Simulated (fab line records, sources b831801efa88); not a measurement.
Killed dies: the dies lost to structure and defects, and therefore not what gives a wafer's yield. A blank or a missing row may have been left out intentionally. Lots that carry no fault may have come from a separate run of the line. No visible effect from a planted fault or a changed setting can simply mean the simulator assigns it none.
Split-lot study    flow sfq line    23 wafers read from 5 lots, route of 325 steps

ON THE SPLIT
At SFQ_TRILAYER_M1_LITHO_COAT_039 (resist thk 600 nm), the setting spin rpm was moved away from the recipe's 3000 rpm on 4 of the 23 wafers read, by -6.1% to -2.1%. The other wafers ran this setting at the recipe's value.

THE PATH FROM SPLIT TO READING: the file shows 1 step between them
- SFQ_TRILAYER_M1_BARC_OPEN_METAL_ETCH_054: etches BARC in O2, target depth 125 nm, time 41.7 s (also split here: icp w)

THE READING
KrF_of_TRILAYER_M1_LITHO_COAT_039.thk nm (the simulator's own value, which no gauge read), in nm, at SFQ_TRILAYER_M1_ETCH_METAL_ETCH_042 (etches Nb in Cl2/Ar, stops on SiO2, target depth 240 nm, time 120 s). The file gives no usual value for it. Here, 19 wafers ran the recipe; their average is 380.1 nm with a standard deviation of 3.2 nm.

wafer   tool, chamber at the split  spin rpm as run, rpm  against the recipe  KrF_of_TRILAYER_M1_LITHO_COAT_039.thk nm, nm  against lot-mates on the recipe
L075.1  litho track-02, 0           3000                  recipe              386.7                                         -
L075.5  litho track-02, 0           3000                  recipe              382.8                                         -
L075.6  litho track-02, 0           3000                  recipe              384.4                                         -
L080.1  litho track-03, 0           2818                  -6.1%               399.6                                         +20.7
L080.2  litho track-03, 0           3000                  recipe              378                                           -
L080.3  litho track-03, 0           3000                  recipe              380.7                                         -
L080.4  litho track-03, 0           2818                  -6.1%               398.4                                         +19.5
L080.5  litho track-03, 0           3000                  recipe              377.9                                         -
L081.2  litho track-02, 0           3000                  recipe              375.2                                         -
L081.3  litho track-02, 0           3000                  recipe              375.3                                         -
L081.4  litho track-02, 0           3000                  recipe              386.3                                         -
L081.5  litho track-02, 0           3000                  recipe              382.3                                         -
L081.6  litho track-02, 0           3000                  recipe              380.1                                         -
L083.2  litho track-02, 0           3000                  recipe              379.9                                         -
L083.3  litho track-02, 0           3000                  recipe              378.9                                         -
L083.4  litho track-02, 0           3000                  recipe              380.1                                         -
L083.5  litho track-02, 0           3000                  recipe              377.5                                         -
L083.6  litho track-02, 0           3000                  recipe              379.5                                         -
L085.1  litho track-02, 0           2937                  -2.1%               388.8                                         +9.8
L085.2  litho track-02, 0           3000                  recipe              379.2                                         -
L085.4  litho track-02, 0           2937                  -2.1%               391.1                                         +12.1
L085.5  litho track-02, 0           3000                  recipe              381.3                                         -
L085.6  litho track-02, 0           3000                  recipe              376.5                                         -

FIT RESULTS
A straight line over all 23 wafers: KrF_of_TRILAYER_M1_LITHO_COAT_039.thk nm changes by -3.24 nm for each +1% of spin rpm; r = -0.88; the points scatter about the line by 3.2 nm.
The same after taking each lot's own level away (the mean of its wafers on the recipe; 23 wafers): -3.47 nm for each +1%; r = -0.92; scatter 2.7 nm.
That fit puts the effect of the largest move of spin rpm on the reading at 21 nm.
Measured against the standard deviation above, the lots' own levels, which go from 378.87 to 384.63 nm, span 1.8 times it.
The two slopes are in agreement: the lot-to-lot level therefore moves the slope only a little.
Check: with one of the wafers moved furthest among these (-6.1%) left out of the fit, the line predicts +21.8 nm for it against its lot-mates. It came out at +20.7 nm against them.

THE OTHER SPLITS THESE WAFERS WENT THROUGH
Note: prior to the reading, these wafers also went through further splits. Each is held against what the fit with the lots' levels taken away leaves over:
other split on the same wafers                    wafers away from the commonest value  r with KrF_of_TRILAYER_M1_LITHO_COAT_039.thk nm (lot level and that fit taken away)
SFQ_TRILAYER_L0_DEP_SPUTTER_003 power w           5                                     +0.08
SFQ_TRILAYER_L0_LITHO_COAT_005 spin rpm           5                                     -0.15
SFQ_TRILAYER_L0_VIA_LITHO_COAT_018 resist thk nm  4                                     -0.05
SFQ_TRILAYER_M0_DEP_SPUTTER_019 time s            11                                    +0.11
SFQ_TRILAYER_M0_ETCH_METAL_ETCH_024 icp w         7                                     -0.10
SFQ_TRILAYER_I0_VIA_LITHO_COAT_036 resist thk nm  11                                    +0.30
SFQ_TRILAYER_M1_BARC_OPEN_METAL_ETCH_054 icp w    7                                     -0.53

THE WHOLE CHAIN: every reading that the file lists as answering this split, in the file's order
step                                      what it does                                                         reading                                                                                    change (the file's fit)               r (the file's)
SFQ_TRILAYER_M1_LITHO_COAT_039            resist thk 600 nm                                                    KrF_of_TRILAYER_M1_LITHO_COAT_039.thk nm (the simulator's own value, which no gauge read)  -3.27 nm for each +1% of the setting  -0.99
SFQ_TRILAYER_M1_BARC_OPEN_METAL_ETCH_054  etches BARC in O2, target depth 125 nm, time 41.7 s                  KrF_of_TRILAYER_M1_LITHO_COAT_039.thk nm (the simulator's own value, which no gauge read)  -3.35 nm for each +1% of the setting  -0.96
SFQ_TRILAYER_M1_ETCH_METAL_ETCH_042       etches Nb in Cl2/Ar, stops on SiO2, target depth 240 nm, time 120 s  KrF_of_TRILAYER_M1_LITHO_COAT_039.thk nm (the simulator's own value, which no gauge read)  -3.52 nm for each +1% of the setting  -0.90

THE FILE'S OWN FIT
KrF_of_TRILAYER_M1_LITHO_COAT_039.thk nm changes by -3.52 nm for each +1% of spin rpm, r = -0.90.
